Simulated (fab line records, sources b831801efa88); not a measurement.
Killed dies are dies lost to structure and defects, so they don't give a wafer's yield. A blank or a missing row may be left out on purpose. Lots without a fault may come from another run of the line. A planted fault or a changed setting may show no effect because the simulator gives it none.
Chamber matching | flow gf180mcu | GF_STI_ETCH_14 on rie_si-01: 4 sister chambers
The step etches Si in HBr/Cl2/O2, target depth 360 nm, time 102.9 s. 14 wafers are shown with their chamber, then 7 later ones without.

WAFERS WITH THEIR CHAMBER
wafer  | chamber | oes_product_au (a.u.) | throttle_valve_pct (%)
L905.3 | 0       | 0.983                 | 25.681
L905.4 | 1       | 0.986                 | 25.654
L905.5 | 0       | 0.997                 | 25.667
L911.1 | 2       | 1.007                 | 25.657
L911.3 | 0       | 0.994                 | 25.654
L911.6 | 3       | 0.996                 | 25.645
L913.1 | 1       | 0.979                 | 25.648
L913.3 | 0       | 1.001                 | 25.656
L913.5 | 1       | 0.983                 | 25.673
L919.2 | 3       | 0.996                 | 25.652
L919.3 | 0       | 0.995                 | 25.649
L919.5 | 2       | 1.022                 | 25.642
L921.1 | 1       | 0.991                 | 25.664
L921.3 | 0       | 1.005                 | 25.648

SIGNATURES (means of the wafers above)
reading            | chamber 0 | chamber 1 | chamber 2 | chamber 3 | scatter within a chamber
oes_product_au     | 0.99583   | 0.98475   | 1.01450   | 0.99600   | 0.00686
throttle_valve_pct | 25.65917  | 25.65975  | 25.64950  | 25.64850  | 0.0114
Rule: a wafer's distance from a chamber is the root of the sum, over the readings, of the square of ((its reading less the chamber's mean) divided by the reading's scatter). The wafer belongs to the nearest chamber; if the next one is less than 2 further off, it can't be placed. The scatter: the root of (the sum of the squares of (reading less its chamber's mean) over the shown wafers, divided by (wafers less chambers)).

WAFERS WITHOUT THEIR CHAMBER
wafer  | oes_product_au (a.u.) | throttle_valve_pct (%)
L921.5 | 0.990                 | 25.668
L923.2 | 0.999                 | 25.660
L923.4 | 0.982                 | 25.673
L923.6 | 0.974                 | 25.683
L926.4 | 0.994                 | 25.656
L926.5 | 1.013                 | 25.654
L926.6 | 1.016                 | 25.653

WHICH CHAMBER EACH WENT THROUGH
wafer  | from the rows above               | in truth
L921.5 | can't be placed: 1 or 0 or 3      | 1
L923.2 | can't be placed: 0 or 3 or 1 or 2 | 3
L923.4 | can't be placed: 1 or 0 or 3      | 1
L923.6 | can't be placed: 1 or 0 or 3      | 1
L926.4 | can't be placed: 0 or 3 or 1      | 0
L926.5 | 2                                 | 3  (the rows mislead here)
L926.6 | 2                                 | 2
Placed correctly: 1 of 7. Can't be placed from these rows: 5 (the true chamber is among the candidates in 5). Placed wrongly: 1.
